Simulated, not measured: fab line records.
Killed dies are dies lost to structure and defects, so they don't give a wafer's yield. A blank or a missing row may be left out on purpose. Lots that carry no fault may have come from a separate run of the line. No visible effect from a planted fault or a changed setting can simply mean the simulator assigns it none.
A single fault, viewed from 2 desks ; flow gf180mcu ; every desk sees just its own numbers, and what lay behind them comes last

THE METROLOGY DESK
Means of the sampled wafers that have a number, per lot and without regard to the tool the lot ran on: this is what the gauges read. The brackets show how far a lot's mean lies from the usual mean; more than 4 standard deviations puts the lot out of limits, marked OUT.
Columns: A = cd-nm at GF_V5_CD_MEAS_14, usual 260.4 nm
lot;first seen here;A
L117;day 27 02:27;261.8
L118;day 27 06:14;260.4
L120;day 28 07:04;261.0
L121;day 28 14:17;261.7
L122;day 28 19:04;260.2
L123;day 29 06:33;262.8
L124;day 29 09:30;259.9
L126;day 30 03:00;259.3
L128;day 30 14:27;260.7
L129;day 31 00:36;258.0
L131;day 31 09:17;261.0
L139;day 33 09:34;260.8
L140;day 33 10:36;259.8
This desk's finding: nothing out of limits on any of the 13 lots.

AT THE TOOL OWNER'S DESK: plasma-asher-03
The tool's own readings at GF_DUAL_GATE_STRIP_13 (strips in O2/N2): means of the sampled wafers that have a number, for each lot that ran on this tool. The brackets show how far a lot's mean lies from the usual mean; more than 4 standard deviations puts the lot out of limits, marked OUT.
Columns: A = drypump-motor-current-A at GF_DUAL_GATE_STRIP_13, usual 5.3 A; B = heater-power-w at GF_DUAL_GATE_STRIP_13, usual 328 W; C = oes-product-au at GF_DUAL_GATE_STRIP_13, usual 0.709 a.u.; D = platen-temp-c at GF_DUAL_GATE_STRIP_13, usual 250.03 C; E = strip-time-to-endpoint-s at GF_DUAL_GATE_STRIP_13, usual 12.800 s
lot;first seen here;A;B;C;D;E
L123;day 10 02:35;5.3;312;0.709;250.03;12.800
L124;day 10 07:01;5.3;313;0.708;250.19;12.818
L126;day 10 19:52;5.3;316;0.709;250.15;12.817
L128;day 11 10:25;5.3;317;0.707;249.69;12.794
L129;day 11 20:11;5.3;313;0.712;250.17;12.787
L139;day 14 17:49;5.3;313;0.712;249.99;12.768
L140;day 14 22:43;5.3;315;0.706;250.22;12.803
This desk's finding: nothing out of limits on any of the 7 lots.

PUT TOGETHER
From the metrology desk's view, nothing was out of limits.
The tool owner's desk saw nothing out of limits.

WHAT WAS PUT IN BY THE SIMULATOR
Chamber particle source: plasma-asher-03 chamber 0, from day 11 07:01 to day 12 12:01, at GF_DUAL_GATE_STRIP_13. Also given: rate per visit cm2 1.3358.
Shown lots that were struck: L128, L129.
